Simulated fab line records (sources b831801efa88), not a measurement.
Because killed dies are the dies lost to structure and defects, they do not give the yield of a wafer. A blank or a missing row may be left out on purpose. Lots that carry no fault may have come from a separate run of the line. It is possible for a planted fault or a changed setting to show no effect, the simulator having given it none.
A lot that was struck, set against a sound lot | flow sky130 | 28 out of 708 route steps
Sound: these wafers, L843.3, L843.4, L843.6. Wafers L858.3, L858.5, L858.6 were the ones struck. The cause is named last.
Per side, at each step with rows, come the tool, then ch with its chambers, and then its first start. Under that, the readings that differ: sound wafers | struck wafers | difference of the means | sigmas: that difference in standard deviations of wafers without a fault.
alike: readings whose means differ by less than 2 such deviations, and words and numbers that are the same on both sides. not compared: withheld readings, readings that some wafer has no value for, bounds like >300 that may hide the same value, and numbers for which the record gives no deviation and whose values overlap.
The two part at a step that has a row with sigmas, a row that says differs or no value, or rows on one side only. When numbers do not overlap yet have no deviation, they are printed without sigmas and do not part them. A reading missing from all wafers of one side parts the sides only when that side holds two or more wafers.

first, 5 steps without rows for these wafers: SKY_SONOS_ONO_COAT_08 (resist thk 1140 nm); SKY_SONOS_ONO_SOFTBAKE_09 (time 60 s); SKY_SONOS_ONO_EXPOSE_10 (exposes mask ONOM, target cd 410 nm); SKY_SONOS_ONO_PEB_11; SKY_SONOS_ONO_DEVELOP_12 (develop time 60 s).
SKY_SONOS_ONO_CD_MEAS_13: the cd target is 410 nm.
  sound on cdSem-02 at day 12 17:28; struck on cdSem-02 at day 17 17:52
  alike: cdNm
SKY_SONOS_ONO_OVL_MEAS_14:
  sound on overlay-02 at day 12 17:33; struck on overlay-02 at day 17 17:57
  alike: SONOS_ONO_OVL
SKY_SONOS_ONO_ETCH_15: etches the open film in CHF3/O2, target depth 19.52 nm, time 7.8 s.
  sound on rieDiel-01 ch 0,2,3, day 12 17:34; struck on rieDiel-01 ch 0,2,3, day 17 17:58
reading              | sound             | struck            | difference | sigmas
throttleValvePct (%) | 8.832 8.836 8.844 | 8.825 8.807 8.825 | -0.018     | -2
  alike: drypumpMotorCurrentA, oesProductAu, rfFwdPowerW
  not compared: rfHoursCounterH
then, 1 step without rows for these wafers: SKY_SONOS_ONO_WET_ETCH_16 (etches SiO2 in dHF, target depth 14 nm, time 280 s).
SKY_SONOS_ONO_STRIP_17: strips in O2/N2.
  sound on plasmaAsher-01 ch 0,1, day 12 17:43; struck on plasmaAsher-04 ch 0,1, day 17 18:07
reading                  | sound             | struck            | difference | sigmas
stripTimeToEndpointS (s) | 14.13 14.13 14.17 | 13.95 14.03 13.99 | -0.15      | -4
  alike: drypumpMotorCurrentA, n2FlowSccm, oesProductAu
  not compared: rfHoursCounterH
then, 2 steps without rows for these wafers: SKY_SONOS_ONO_WET_ETCH_18 (etches Si3N4 in H3PO4, target depth 15 nm, time 172 s); SKY_GATE_OXIDE_CLEAN_00 (cleans in SC1/SC2, time 150 s).
SKY_GATE_OXIDE_OXIDATION_01: stabilise 600 s, purge 300 s, target thk 10.268 nm.
  sound on furnace-01 ch 0, day 12 18:19; struck on furnace-02 ch 0, day 17 18:20
reading                                          | sound                | struck               | difference | sigmas
spikeTcBottomC (C)                               | 920.5 920.8 921.3    | 894.1 893.7 892.2    | -27.5      | -10
spikeTcCentreC (C)                               | 901.1 901.5 901.5    | 866.9 867.8 867.8    | -33.9      | -28
spikeTcLowerC (C)                                | 901.3 899.9 901.2    | 869.6 868.6 869.2    | -31.7      | -32
spikeTcTopC (C)                                  | 910.0 908.8 911.2    | 880.7 879.1 879.9    | -30.1      | -25
spikeTcUpperC (C)                                | 899.1 900.0 901.0    | 866.5 867.3 866.6    | -33.2      | -30
tubeCenterTempC (C)                              | 899.82 899.98 900.01 | 867.46 867.45 867.44 | -32.49     | -99 or more
tube_center_temp_C_max                           | 901.9 902.0 901.6    | 869.7 869.3 869.3    | -32.4      | -77
zonePowerCentrePct (%)                           | 19.4 19.1 19.7       | 17.1 16.9 17.3       | -2.3       | -4
model.SiO2_of_GATE_OXIDE_OXIDATION_01.thkNm (nm) | 10.49 10.47 10.56    | 7.149 6.895 7.027    | -3.483     | 
SKY_GATE_OXIDE_THK_MEAS_02:
  sound on filmMetro-02 at day 12 19:45; struck on filmMetro-02 at day 17 19:59
reading                          | sound             | struck         | difference | sigmas
GATE_OXIDE_OXIDATION_00_THK (nm) | 10.49 10.47 10.56 | 7.20 6.89 7.06 | -3.46      | -17
  not compared: hold
then, 6 steps without rows for these wafers: SKY_GATE_OXIDE_HMDS_04 (prime time 60 s); SKY_GATE_OXIDE_COAT_05 (resist thk 1140 nm); SKY_GATE_OXIDE_SOFTBAKE_06 (time 60 s); SKY_GATE_OXIDE_EXPOSE_07 (exposes mask LVOM, target cd 600 nm); SKY_GATE_OXIDE_PEB_08; SKY_GATE_OXIDE_DEVELOP_09 (develop time 60 s).
SKY_GATE_OXIDE_OVL_MEAS_10:
  sound on overlay-02 at day 13 19:11; struck on overlay-02 at day 19 02:15
  alike: GATE_OXIDE_OVL
then, 2 steps without rows for these wafers: SKY_GATE_OXIDE_IMPLANT_11; SKY_GATE_OXIDE_WET_ETCH_12 (etches SiO2 in dHF, target depth 16.8 nm, time 336 s).
SKY_GATE_OXIDE_STRIP_13: strips in O2/N2.
  sound on plasmaAsher-03 ch 0,1, day 13 19:30; struck on plasmaAsher-03 ch 0,1, day 19 02:33
  alike: drypumpMotorCurrentA, n2FlowSccm, oesProductAu, stripTimeToEndpointS
  not compared: rfHoursCounterH
SKY_GATE_OXIDE_TW_MEAS_14:
  sound on filmMetro-01 at day 13 19:35; struck on filmMetro-02 at day 19 02:52
  alike: GATE_OXIDE_TW
  not compared: hold
SKY_GATE_OXIDE_OXIDATION_16: stabilise 600 s, purge 300 s, target thk 3.57 nm.
  sound on furnace-02 ch 0, day 13 20:20; struck on furnace-01 ch 0, day 19 04:44
reading                                          | sound             | struck            | difference | sigmas
spikeTcUpperC (C)                                | 799.4 800.3 798.3 | 802.8 801.6 802.0 | +2.8       | +2
tube_center_temp_C_max                           | 801.5 801.4 801.7 | 802.3 802.4 802.9 | +1.0       | +3
zonePowerCentrePct (%)                           | 14.6 14.7 14.3    | 15.3 15.4 15.5    | +0.9       | +2
model.SiO2_of_GATE_OXIDE_OXIDATION_01.thkNm (nm) | 11.77 11.77 11.83 | 8.759 8.569 8.694 | -3.116     | 
  alike: spikeTcBottomC, spikeTcCentreC, spikeTcLowerC, spikeTcTopC, tubeCenterTempC
then, 1 step without rows for these wafers: SKY_POLY_GATE_CVD_00 (deposits poly-Si, target thk 180 nm, time 720 s).
-- a jump in the record: the struck wafers' starts before and after are 30 days apart (it breaks off in module POLY_GATE and resumes in module PAD_OPEN, where the first step shown is number 708 of the route) --
SKY_PAD_OPEN_PROBE_99:
  sound on prober-01 at day 45 17:18; struck on prober-02 at day 49 08:41
reading                             | sound                         | struck                        | difference | sigmas
model.etest.nfet_16v.rOnOhmUm       | 1.429e+04 1.433e+04 1.431e+04 | 1.228e+04 1.219e+04 1.23e+04  | -2.053e+03 | 
model.etest.pfet_16v.rOnOhmUm       | 1.551e+04 1.576e+04 1.562e+04 | 1.459e+04 1.424e+04 1.432e+04 | -1.247e+03 | 
model.etest.pfetG5v0d10v5.rOnOhmUm  | 4829 4877 4862                | 4106 4060 4058                | -781       | 
model.etest.tipSonos.rsOhmSq        | 2731 2741 2802                | 2150 2110 2126                | -629       | 
model.etest.nfetG5v0d10v5.rOnOhmUm  | 1917 1914 1946                | 1627 1612 1612                | -309       | 
model.etest.nfetG5v0d10v5.driveUaUm | 589.2 593.1 589.4             | 780.9 801.7 789.4             | +200.1     | 
model.etest.nfet_05v0_nvt.driveUaUm | 568.5 566.4 562.1             | 726.5 740.9 738.8             | +169.7     | 
model.etest.tipP.rsOhmSq            | 6990 6957 6928                | 6780 6776 6730                | -196       | 
  alike: killed_at_M0_to_M3, killed_at_M4_up, killedAtContacts, killedAtFrontEnd, killedAtOther, killedDies, killedOpen, killedShort

WHERE THEY PART
First at SKY_SONOS_ONO_ETCH_15; last, within this record, at SKY_GATE_OXIDE_OXIDATION_16. Later steps at which nothing parts them and some readings are alike: SKY_PAD_OPEN_PROBE_99.

WHY: the cause the simulator had injected
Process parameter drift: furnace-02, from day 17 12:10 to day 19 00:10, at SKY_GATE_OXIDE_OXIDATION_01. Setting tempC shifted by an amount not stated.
